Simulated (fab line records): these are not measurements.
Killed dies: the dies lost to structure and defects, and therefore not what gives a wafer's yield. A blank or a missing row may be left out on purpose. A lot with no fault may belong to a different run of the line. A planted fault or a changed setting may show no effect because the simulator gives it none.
The tool behind it: which one? :: flow sky130 :: 24 lots with 72 wafers sampled at 5 steps, on a route of 708 steps

== WHAT THE GAUGES READ, wafer by wafer ==
SKY_VT_ADJUST_HVTP_OVL_MEAS_08. Usual: VT_ADJUST_HVTP_OVL gives 0.4 nm (standard deviation 1.4).
lot: L074
measured: day 6 00:31
on: overlay-01
VT_ADJUST_HVTP_OVL (nm): -0.5 -1.3 0.1
flag: 

lot: L075
measured: day 6 07:59
on: overlay-01
VT_ADJUST_HVTP_OVL (nm): -0.5 -0.7 -0.2
flag: 

lot: L076
measured: day 6 12:58
on: overlay-02
VT_ADJUST_HVTP_OVL (nm): 1.5 1.0 1.2
flag: 

lot: L077
measured: day 6 23:17
on: overlay-02
VT_ADJUST_HVTP_OVL (nm): 0.1 -0.1 -2.2
flag: 

lot: L078
measured: day 7 07:17
on: overlay-02
VT_ADJUST_HVTP_OVL (nm): 1.2 0.9 0.9
flag: 

lot: L079
measured: day 7 14:08
on: overlay-01
VT_ADJUST_HVTP_OVL (nm): 1.5 -0.6 1.6
flag: 

lot: L080
measured: day 7 19:20
on: overlay-02
VT_ADJUST_HVTP_OVL (nm): 3.2 1.0 2.0
flag: 

lot: L081
measured: day 8 01:31
on: overlay-02
VT_ADJUST_HVTP_OVL (nm): 0.1 0.7 -2.3
flag: 

lot: L082
measured: day 8 09:08
on: overlay-01
VT_ADJUST_HVTP_OVL (nm): 1.2 -0.6 1.0
flag: 

lot: L083
measured: day 8 13:13
on: overlay-02
VT_ADJUST_HVTP_OVL (nm): -1.0 -1.1 -1.4
flag: 

lot: L084
measured: day 8 20:36
on: overlay-02
VT_ADJUST_HVTP_OVL (nm): 0.4 1.1 1.1
flag: 

lot: L085
measured: day 8 23:53
on: overlay-01
VT_ADJUST_HVTP_OVL (nm): 2.1 0.8 2.0
flag: 

lot: L086
measured: day 9 07:34
on: overlay-01
VT_ADJUST_HVTP_OVL (nm): 1.8 -0.6 -3.1
flag: 

lot: L087
measured: day 9 14:59
on: overlay-02
VT_ADJUST_HVTP_OVL (nm): -1.7 -0.2 -2.0
flag: 

lot: L088
measured: day 9 20:20
on: overlay-02
VT_ADJUST_HVTP_OVL (nm): 0.2 2.6 2.0
flag: 

lot: L089
measured: day 9 23:53
on: overlay-01
VT_ADJUST_HVTP_OVL (nm): 2.4 1.5 0.7
flag: 

lot: L090
measured: day 10 08:09
on: overlay-01
VT_ADJUST_HVTP_OVL (nm): 1.4 1.3 0.3
flag: 

lot: L091
measured: day 10 15:59
on: overlay-01
VT_ADJUST_HVTP_OVL (nm): -1.2 -1.3 -1.4
flag: 

lot: L092
measured: day 11 00:02
on: overlay-01
VT_ADJUST_HVTP_OVL (nm): 0.3 -2.4 -0.6
flag: 

lot: L093
measured: day 11 06:44
on: overlay-02
VT_ADJUST_HVTP_OVL (nm): 1.9 0.1 0.4
flag: 

lot: L094
measured: day 11 09:55
on: overlay-02
VT_ADJUST_HVTP_OVL (nm): 2.6 -0.1 0.0
flag: 

lot: L095
measured: day 11 14:41
on: overlay-02
VT_ADJUST_HVTP_OVL (nm): -0.8 -2.1 -1.3
flag: 

lot: L096
measured: day 11 22:41
on: overlay-02
VT_ADJUST_HVTP_OVL (nm): -0.6 2.2 1.5
flag: 

lot: L097
measured: day 12 06:47
on: overlay-02
VT_ADJUST_HVTP_OVL (nm): 1.2 3.3 1.8
flag: 

SKY_LDD_P_OVL_MEAS_08. Usual: LDD_P_OVL gives 0.0 nm (standard deviation 1.5).
lot: L074
measured: day 18 22:35
on: overlay-02
LDD_P_OVL (nm): 1.5 1.3 -1.0
flag: 

lot: L075
measured: day 19 03:19
on: overlay-02
LDD_P_OVL (nm): 1.5 0.0 -0.3
flag: 

lot: L076
measured: day 19 10:42
on: overlay-02
LDD_P_OVL (nm): -0.6 1.4 -0.8
flag: 

lot: L077
measured: day 21 12:03
on: overlay-01
LDD_P_OVL (nm): 1.6 -1.5 -0.4
flag: 

lot: L078
measured: day 21 12:26
on: overlay-01
LDD_P_OVL (nm): 0.6 -1.1 -1.6
flag: 

lot: L079
measured: day 21 09:41
on: overlay-01
LDD_P_OVL (nm): -1.5 -3.0 -2.5
flag: 

lot: L080
measured: day 21 17:56
on: overlay-01
LDD_P_OVL (nm): -1.7 0.5 -0.7
flag: 

lot: L081
measured: day 21 17:07
on: overlay-01
LDD_P_OVL (nm): -0.4 -0.6 -1.2
flag: 

lot: L082
measured: day 22 02:05
on: overlay-02
LDD_P_OVL (nm): 1.3 -0.4 1.8
flag: 

lot: L083
measured: day 23 17:20
on: overlay-01
LDD_P_OVL (nm): -0.6 0.8 -1.4
flag: 

lot: L084
measured: day 23 18:59
on: overlay-02
LDD_P_OVL (nm): 0.6 -0.3 0.0
flag: 

lot: L085
measured: day 23 20:05
on: overlay-02
LDD_P_OVL (nm): 4.4 1.0 1.7
flag: 

lot: L086
measured: day 23 19:33
on: overlay-02
LDD_P_OVL (nm): 0.1 -0.4 1.0
flag: 

lot: L087
measured: day 23 22:20
on: overlay-01
LDD_P_OVL (nm): -0.4 2.2 -1.1
flag: 

lot: L088
measured: day 24 05:05
on: overlay-01
LDD_P_OVL (nm): -2.3 0.5 0.0
flag: 

lot: L089
measured: day 24 04:08
on: overlay-02
LDD_P_OVL (nm): 1.0 -1.6 -1.9
flag: 

lot: L090
measured: day 24 18:12
on: overlay-01
LDD_P_OVL (nm): -0.2 -0.1 1.2
flag: 

lot: L091
measured: day 24 22:29
on: overlay-01
LDD_P_OVL (nm): -1.3 -1.3 -1.6
flag: 

lot: L092
measured: day 25 07:50
on: overlay-02
LDD_P_OVL (nm): -1.6 -3.2 -0.6
flag: 

lot: L093
measured: day 26 00:23
on: overlay-01
LDD_P_OVL (nm): -0.7 -0.2 -1.0
flag: 

lot: L094
measured: day 25 21:59
on: overlay-01
LDD_P_OVL (nm): -0.7 0.3 2.3
flag: 

lot: L095
measured: day 26 01:38
on: overlay-01
LDD_P_OVL (nm): 3.1 1.1 0.5
flag: 

lot: L096
measured: day 26 19:27
on: overlay-02
LDD_P_OVL (nm): -0.3 -1.6 1.0
flag: 

lot: L097
measured: day 26 20:51
on: overlay-02
LDD_P_OVL (nm): 1.1 1.8 0.5
flag: 

SKY_POLY_CUT_CD_MEAS_08: target cd 270 nm. Usual: 269.7 nm for cd nm, sd 1.5.
lot: L074
measured: day 24 00:11
on: cd sem-01
cd nm (nm): 270.4 270.4 270.5
flag: 

lot: L075
measured: day 24 02:48
on: cd sem-01
cd nm (nm): 271.7 272.1 271.1
flag: 

lot: L076
measured: day 24 10:04
on: cd sem-02
cd nm (nm): 269.7 267.7 268.6
flag: 

lot: L077
measured: day 26 14:14
on: cd sem-01
cd nm (nm): 270.6 270.2 269.8
flag: 

lot: L078
measured: day 26 15:32
on: cd sem-02
cd nm (nm): 268.5 268.9 269.3
flag: 

lot: L079
measured: day 26 11:43
on: cd sem-01
cd nm (nm): 269.7 270.5 269.2
flag: 

lot: L080
measured: day 26 19:11
on: cd sem-02
cd nm (nm): 267.8 267.3 266.6
flag: 

lot: L081
measured: day 26 17:52
on: cd sem-01
cd nm (nm): 270.4 270.6 268.5
flag: 

lot: L082
measured: day 27 03:56
on: cd sem-02
cd nm (nm): 271.4 269.9 271.3
flag: 

lot: L083
measured: day 28 16:20
on: cd sem-01
cd nm (nm): 270.9 270.7 271.6
flag: 

lot: L084
measured: day 28 17:02
on: cd sem-01
cd nm (nm): 272.1 272.6 272.3
flag: 

lot: L085
measured: day 28 20:46
on: cd sem-02
cd nm (nm): 270.8 271.4 270.9
flag: 

lot: L086
measured: day 28 18:45
on: cd sem-02
cd nm (nm): 270.0 269.1 269.2
flag: 

lot: L087
measured: day 28 22:05
on: cd sem-02
cd nm (nm): 271.1 269.1 271.0
flag: 

lot: L088
measured: day 29 04:14
on: cd sem-02
cd nm (nm): 265.8 267.6 267.0
flag: 

lot: L089
measured: day 29 03:30
on: cd sem-01
cd nm (nm): 271.6 272.1 270.6
flag: 

lot: L090
measured: day 29 17:04
on: cd sem-01
cd nm (nm): 268.5 269.9 271.2
flag: 

lot: L091
measured: day 29 20:14
on: cd sem-02
cd nm (nm): 269.7 269.3 270.3
flag: 

lot: L092
measured: day 30 06:55
on: cd sem-01
cd nm (nm): 269.7 270.4 268.9
flag: 

lot: L093
measured: day 30 22:26
on: cd sem-02
cd nm (nm): 268.9 268.3 268.7
flag: 

lot: L094
measured: day 30 18:25
on: cd sem-01
cd nm (nm): 270.6 271.1 270.7
flag: 

lot: L095
measured: day 31 00:10
on: cd sem-02
cd nm (nm): 270.6 270.2 269.7
flag: 

lot: L096
measured: day 31 16:04
on: cd sem-02
cd nm (nm): 268.4 267.3 268.9
flag: 

lot: L097
measured: day 31 16:14
on: cd sem-02
cd nm (nm): 268.8 269.6 269.6
flag: 

SKY_LI_CONTACT_RS_MEAS_22: the measuring method here is four-point-probe. Usual: LI_CONTACT_W_RS gives 0.282 ohm/sq (standard deviation 0.0063).
lot: L074
measured: day 28 23:59
on: film metro-01
LI_CONTACT_W_RS (ohm/sq): 0.286 0.286 0.277
flag: 

lot: L075
measured: day 29 03:50
on: film metro-01
LI_CONTACT_W_RS (ohm/sq): 0.285 0.286 0.276
flag: 

lot: L076
measured: day 29 08:05
on: film metro-03
LI_CONTACT_W_RS (ohm/sq): 0.289 0.285 0.284
flag: 

lot: L077
measured: day 31 12:52
on: film metro-03
LI_CONTACT_W_RS (ohm/sq): 0.281 0.284 0.286
flag: 

lot: L078
measured: day 31 13:30
on: film metro-04
LI_CONTACT_W_RS (ohm/sq): 0.287 0.288 0.285
flag: 

lot: L079
measured: day 31 10:11
on: film metro-03
LI_CONTACT_W_RS (ohm/sq): 0.286 0.273 0.277
flag: 

lot: L080
measured: day 31 16:11
on: film metro-01
LI_CONTACT_W_RS (ohm/sq): 0.291 0.286 0.288
flag: 

lot: L081
measured: day 31 14:48
on: film metro-03
LI_CONTACT_W_RS (ohm/sq): 0.286 0.281 0.289
flag: 

lot: L082
measured: day 31 23:23
on: film metro-04
LI_CONTACT_W_RS (ohm/sq): 0.288 0.278 0.277
flag: 

lot: L083
measured: day 33 08:16
on: film metro-03
LI_CONTACT_W_RS (ohm/sq): 0.293 0.286 0.294
flag: 

lot: L084
measured: day 33 09:40
on: film metro-03
LI_CONTACT_W_RS (ohm/sq): 0.286 0.287 0.272
flag: 

lot: L085
measured: day 33 13:55
on: film metro-03
LI_CONTACT_W_RS (ohm/sq): 0.286 0.272 0.281
flag: 

lot: L086
measured: day 33 12:00
on: film metro-04
LI_CONTACT_W_RS (ohm/sq): 0.281 0.290 0.292
flag: 

lot: L087
measured: day 33 14:46
on: film metro-04
LI_CONTACT_W_RS (ohm/sq): 0.285 0.285 0.275
flag: 

lot: L088
measured: day 33 22:05
on: film metro-01
LI_CONTACT_W_RS (ohm/sq): 0.279 0.283 0.284
flag: 

lot: L089
measured: day 33 21:27
on: film metro-04
LI_CONTACT_W_RS (ohm/sq): 0.272 0.286 0.287
flag: 

lot: L090
measured: day 34 07:46
on: film metro-03
LI_CONTACT_W_RS (ohm/sq): 0.287 0.272 0.269
flag: 

lot: L091
measured: day 34 12:11
on: film metro-01
LI_CONTACT_W_RS (ohm/sq): 0.272 0.270 0.283
flag: 

lot: L092
measured: day 34 21:07
on: film metro-03
LI_CONTACT_W_RS (ohm/sq): 0.287 0.285 0.274
flag: 

lot: L093
measured: day 35 13:08
on: film metro-03
LI_CONTACT_W_RS (ohm/sq): 0.278 0.279 0.277
flag: 

lot: L094
measured: day 35 09:27
on: film metro-01
LI_CONTACT_W_RS (ohm/sq): 0.281 0.276 0.269
flag: 

lot: L095
measured: day 35 14:24
on: film metro-04
LI_CONTACT_W_RS (ohm/sq): 0.272 0.279 0.286
flag: 

lot: L096
measured: day 36 05:43
on: film metro-01
LI_CONTACT_W_RS (ohm/sq): 0.286 0.297 0.292
flag: 

lot: L097
measured: day 36 06:29
on: film metro-03
LI_CONTACT_W_RS (ohm/sq): 0.277 0.274 0.285
flag: 

== TOOL THAT RAN EACH LOT (tool first, then ch and the chambers of the sampled wafers, then the start) ==
lot: L074
SKY_FIELD_ISO_ETCH_15: rie diel-01 ch 0,1,2, day 2 04:07

lot: L075
SKY_FIELD_ISO_ETCH_15: rie diel-04 ch 0,1, day 2 09:41

lot: L076
SKY_FIELD_ISO_ETCH_15: rie diel-01 ch 2,3, day 2 14:58

lot: L077
SKY_FIELD_ISO_ETCH_15: rie diel-03 ch 1,2,3, day 2 22:35

lot: L078
SKY_FIELD_ISO_ETCH_15: rie diel-03 ch 0,3, day 3 03:17

lot: L079
SKY_FIELD_ISO_ETCH_15: rie diel-03 ch 1,2,3, day 3 07:47

lot: L080
SKY_FIELD_ISO_ETCH_15: rie diel-04 ch 0,2,3, day 3 14:04

lot: L081
SKY_FIELD_ISO_ETCH_15: rie diel-03 ch 1,2, day 3 20:07

lot: L082
SKY_FIELD_ISO_ETCH_15: rie diel-01 ch 0,2,3, day 3 23:49

lot: L083
SKY_FIELD_ISO_ETCH_15: rie diel-01 ch 0,1,3, day 4 04:11

lot: L084
SKY_FIELD_ISO_ETCH_15: rie diel-04 ch 0,2,3, day 4 11:07

lot: L085
SKY_FIELD_ISO_ETCH_15: rie diel-03 ch 0,1,3, day 4 15:01

lot: L086
SKY_FIELD_ISO_ETCH_15: rie diel-01 ch 2,3, day 4 20:07

lot: L087
SKY_FIELD_ISO_ETCH_15: rie diel-03 ch 0,3, day 5 03:31

lot: L088
SKY_FIELD_ISO_ETCH_15: rie diel-01 ch 0,2,3, day 5 08:26

lot: L089
SKY_FIELD_ISO_ETCH_15: rie diel-04 ch 0,3, day 5 11:31

lot: L090
SKY_FIELD_ISO_ETCH_15: rie diel-01 ch 1,2,3, day 5 18:41

lot: L091
SKY_FIELD_ISO_ETCH_15: rie diel-03 ch 1,2,3, day 5 20:56

lot: L092
SKY_FIELD_ISO_ETCH_15: rie diel-03 ch 0,1,3, day 6 02:44

lot: L093
SKY_FIELD_ISO_ETCH_15: rie diel-01 ch 0,2,3, day 6 07:11

lot: L094
SKY_FIELD_ISO_ETCH_15: rie diel-04 ch 2,3, day 6 14:16

lot: L095
SKY_FIELD_ISO_ETCH_15: rie diel-04 ch 0,1,2, day 6 17:07

lot: L096
SKY_FIELD_ISO_ETCH_15: rie diel-01 ch 1,2,3, day 7 02:05

lot: L097
SKY_FIELD_ISO_ETCH_15: rie diel-04 ch 0,2,3, day 7 05:52
- SKY_FIELD_ISO_ETCH_15: etches the open film in CHF3/O2, stops on Si, target depth 180 nm, time 72 s.

== WHAT THE TOOLS THEMSELVES READ (means of the sampled wafers that have a number; where no wafer has one, the mark that the record gives instead) ==
SKY_FIELD_ISO_ETCH_15. Usual: chamber pressure mTorr 40.00 mTorr, standard deviation 0.043; drypump motor current A 5.6 A, standard deviation 0.52; oes product au 0.944 a.u., standard deviation 0.0062; throttle valve pct 8.843 %, standard deviation 0.009.
lot: L074
tool: rie diel-01
chamber pressure mTorr (mTorr): 39.99
drypump motor current A (A): 5.2
oes product au (a.u.): 0.951
throttle valve pct (%): 8.840
flag: 

lot: L075
tool: rie diel-04
chamber pressure mTorr (mTorr): 39.96
drypump motor current A (A): 5.6
oes product au (a.u.): 0.951
throttle valve pct (%): 8.849
flag: 

lot: L076
tool: rie diel-01
chamber pressure mTorr (mTorr): 40.01
drypump motor current A (A): 5.4
oes product au (a.u.): 0.949
throttle valve pct (%): 8.847
flag: 

lot: L077
tool: rie diel-03
chamber pressure mTorr (mTorr): 39.96
drypump motor current A (A): 5.8
oes product au (a.u.): 0.948
throttle valve pct (%): 8.843
flag: 

lot: L078
tool: rie diel-03
chamber pressure mTorr (mTorr): 40.02
drypump motor current A (A): 5.9
oes product au (a.u.): 0.944
throttle valve pct (%): 8.846
flag: 

lot: L079
tool: rie diel-03
chamber pressure mTorr (mTorr): 39.97
drypump motor current A (A): 5.8
oes product au (a.u.): 0.947
throttle valve pct (%): 8.838
flag: 

lot: L080
tool: rie diel-04
chamber pressure mTorr (mTorr): 40.00
drypump motor current A (A): 5.3
oes product au (a.u.): 0.945
throttle valve pct (%): 8.854
flag: 

lot: L081
tool: rie diel-03
chamber pressure mTorr (mTorr): 39.99
drypump motor current A (A): 5.8
oes product au (a.u.): 0.938
throttle valve pct (%): 8.842
flag: 

lot: L082
tool: rie diel-01
chamber pressure mTorr (mTorr): 39.99
drypump motor current A (A): 5.6
oes product au (a.u.): 0.940
throttle valve pct (%): 8.846
flag: 

lot: L083
tool: rie diel-01
chamber pressure mTorr (mTorr): 39.99
drypump motor current A (A): 5.6
oes product au (a.u.): 0.948
throttle valve pct (%): 8.841
flag: 

lot: L084
tool: rie diel-04
chamber pressure mTorr (mTorr): 40.04
drypump motor current A (A): 5.3
oes product au (a.u.): 0.936
throttle valve pct (%): 8.835
flag: 

lot: L085
tool: rie diel-03
chamber pressure mTorr (mTorr): 40.03
drypump motor current A (A): 6.0
oes product au (a.u.): 0.940
throttle valve pct (%): 8.843
flag: 

lot: L086
tool: rie diel-01
chamber pressure mTorr (mTorr): 39.99
drypump motor current A (A): 5.4
oes product au (a.u.): 0.945
throttle valve pct (%): 8.847
flag: 

lot: L087
tool: rie diel-03
chamber pressure mTorr (mTorr): 40.02
drypump motor current A (A): 6.3
oes product au (a.u.): 0.933
throttle valve pct (%): 8.851
flag: 

lot: L088
tool: rie diel-01
chamber pressure mTorr (mTorr): 39.99
drypump motor current A (A): 5.6
oes product au (a.u.): 0.939
throttle valve pct (%): 8.835
flag: 

lot: L089
tool: rie diel-04
chamber pressure mTorr (mTorr): 40.02
drypump motor current A (A): 5.4
oes product au (a.u.): 0.940
throttle valve pct (%): 8.841
flag: 

lot: L090
tool: rie diel-01
chamber pressure mTorr (mTorr): 39.99
drypump motor current A (A): 5.4
oes product au (a.u.): 0.942
throttle valve pct (%): 8.840
flag: 

lot: L091
tool: rie diel-03
chamber pressure mTorr (mTorr): 39.99
drypump motor current A (A): 5.8
oes product au (a.u.): 0.946
throttle valve pct (%): 8.844
flag: 

lot: L092
tool: rie diel-03
chamber pressure mTorr (mTorr): 40.04
drypump motor current A (A): 6.0
oes product au (a.u.): 0.943
throttle valve pct (%): 8.845
flag: 

lot: L093
tool: rie diel-01
chamber pressure mTorr (mTorr): 40.05
drypump motor current A (A): 5.6
oes product au (a.u.): 0.939
throttle valve pct (%): 8.838
flag: 

lot: L094
tool: rie diel-04
chamber pressure mTorr (mTorr): 40.00
drypump motor current A (A): 5.1
oes product au (a.u.): 0.937
throttle valve pct (%): 8.837
flag: 

lot: L095
tool: rie diel-04
chamber pressure mTorr (mTorr): 39.98
drypump motor current A (A): 5.3
oes product au (a.u.): 0.941
throttle valve pct (%): 8.836
flag: 

lot: L096
tool: rie diel-01
chamber pressure mTorr (mTorr): 40.01
drypump motor current A (A): 5.4
oes product au (a.u.): 0.949
throttle valve pct (%): 8.848
flag: 

lot: L097
tool: rie diel-04
chamber pressure mTorr (mTorr): 39.95
drypump motor current A (A): 5.3
oes product au (a.u.): 0.946
throttle valve pct (%): 8.850
flag: 

== THE ANSWER, worked out from the rows above alone ==
Rule: take the mean of a lot's wafers that have a number; if it is more than 3 standard deviations from the usual mean, the lot is off. Also off: a lot with no number at a reading for which 4 or more lots have one. The other lots that the step has rows for count as sound. Order of review: gauges by route order, followed by the tools' own readings, for which a lot's mean as printed above is used. The first step at which some lot is off is used, and at that step the reading that is off furthest; a lot without a number counts as furthest.
Across all readings shown, no lot is off: no conclusion can be drawn from this.

== WHAT WAS PUT IN BY THE SIMULATOR ==
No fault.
